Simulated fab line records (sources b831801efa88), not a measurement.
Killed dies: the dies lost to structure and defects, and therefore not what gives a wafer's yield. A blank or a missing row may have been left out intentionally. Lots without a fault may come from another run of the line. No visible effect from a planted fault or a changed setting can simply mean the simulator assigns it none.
Comparing a struck lot with a sound one | flow gf180mcu | 18 steps out of a route of 602
Sound: wafers L641.1, L641.2, L641.5. Struck: wafers L635.1, L635.4 (left out: L635.3, a lot-mate that was not struck); the cause follows at the end.
Order at every step that has rows: each side's tool, ch and its chambers, its first start. Under that, the readings that differ: sound wafers | struck wafers | difference of the means | sigmas: that difference in standard deviations of wafers without a fault.
alike: a reading whose means differ by less than 2 such deviations, as well as words and numbers matching on both sides. not compared: withheld readings; readings where some wafer has no value; bounds like >300 that might hide an equal value; numbers whose values overlap and for which the record gives no deviation.
Wherever a step has rows on one side only, a row that says differs or no value, or a row with sigmas, the two part there. Numbers that don't overlap but have no deviation are shown without sigmas and don't part them. A reading missing from all wafers of one side parts the sides only when that side holds two or more wafers.

first, 3 steps without rows for these wafers: GF_V5_EXPOSE_11 (exposes mask Via5, target cd 260 nm); GF_V5_PEB_12 (peb time 90 s); GF_V5_DEVELOP_13 (develop time 60 s).
GF_V5_CD_MEAS_14: target cd 260 nm.
  sound: cd-sem-01 at day 33 05:53; struck: cd-sem-02 at day 31 21:26
  alike: cd-nm
GF_V5_OVL_MEAS_15:
  sound: overlay-02 at day 33 06:01; struck: overlay-01 at day 31 21:34
  alike: V5_OVL
GF_V5_ETCH_16: etches BARC in N2/H2.
  sound on rie-diel-04 ch 0,1,3, day 33 06:02; struck on rie-diel-04 ch 1,2, day 31 21:35
  alike: drypump-motor-current-A, oes-product-au, throttle-valve-pct
GF_V5_ETCH_17: etches SiO2 in C4F8/O2/Ar, stops on TiN, target depth 855 nm.
  sound on rie-diel-04 ch 0,1,3; struck on rie-diel-04 ch 1,2
  alike: oes-product-au
then, 3 steps without rows for these wafers: GF_V5_STRIP_18 (strips in O2/N2); GF_V5_STRIP_19 (strips in post etch residue remover, time 1200 s); GF_V5_CLEAN_20 (cleans in DIW).
GF_V5_SPUTTER_21: material Ti, target thk 15 nm, time 80.02 s.
  sound: pvd-sputter-04 at day 33 07:08; struck: pvd-sputter-04 at day 31 22:17
  alike: chamber-pressure-pa, throttle-valve-pct
GF_V5_SPUTTER_22: material TiN, target thk 10 nm, time 40 s.
  sound: pvd-sputter-04 at day 33 07:11; struck: pvd-sputter-04 at day 31 22:20
  alike: chamber-pressure-pa, throttle-valve-pct
GF_V5_CVD_23: deposits W, target thk 350 nm, time 104.9 s.
  sound on cvd-w-02 ch 0,1, day 33 07:14; struck on cvd-w-01 ch 1, day 31 22:23
  reading                          | sound             | struck      | difference | sigmas
  chamber-pressure-Torr (Torr)     | 40.03 40.08 39.96 | 20.92 20.80 | -19.16     | -99 or more
  model.W_of_V5_CVD_23.thk-nm (nm) | 341.4 344.8 345.9 | 251.5 252.1 | -92.2      |
  alike: heater-power-w
GF_V5_RS_MEAS_24: the measuring method here is four-point-probe.
  sound: film-metro-04 at day 33 07:21; struck: film-metro-04 at day 31 22:52
  reading          | sound             | struck      | difference | sigmas
  V5_W_RS (ohm/sq) | 0.335 0.333 0.332 | 0.457 0.456 | +0.123     | +28
  not compared: hold
GF_V5_THK_MEAS_25: measures by xrf.
  sound: film-metro-04 at day 33 07:28; struck: film-metro-04 at day 32 05:53
  reading       | sound       | struck  | difference | sigmas
  V5_W_THK (nm) | 337 342 341 | 245 246 | -94        | -18
  not compared: hold
GF_V5_CMP_26: polishes, stops on SiO2, t overpolish 15 s, target thk 0 nm.
  sound on cmp-02 ch 0,1,2, day 33 07:35; struck on cmp-01 ch 0,2, day 32 19:03
  reading                | sound    | struck                                              | difference                   | sigmas
  hold                   | - - -    | await-dispo/12.8h/release await-dispo/12.8h/release | no value on the sound wafers |
  time-to-endpoint-s (s) | 82 85 88 | 54 59                                               | -28                          | -6
  alike: motor-current-A
GF_TOP_METAL_SPUTTER_00: material Ti, target thk 37.5 nm, time 150 s.
  sound: pvd-sputter-04 at day 33 07:50; struck: pvd-sputter-03 at day 32 19:21
  alike: chamber-pressure-pa, throttle-valve-pct
following that, these wafers have no rows for 1 step: GF_PASSIVATION_PROBE_99.

== WHERE THEY PART ==
First at GF_V5_CVD_23; last, within this record, at GF_V5_CMP_26. Later steps at which nothing parts them and some readings are alike: GF_TOP_METAL_SPUTTER_00.

WHY: whatever the simulator had introduced
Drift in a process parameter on cvd-w-01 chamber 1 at GF_V5_CVD_23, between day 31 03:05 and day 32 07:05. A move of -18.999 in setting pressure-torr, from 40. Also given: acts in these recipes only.
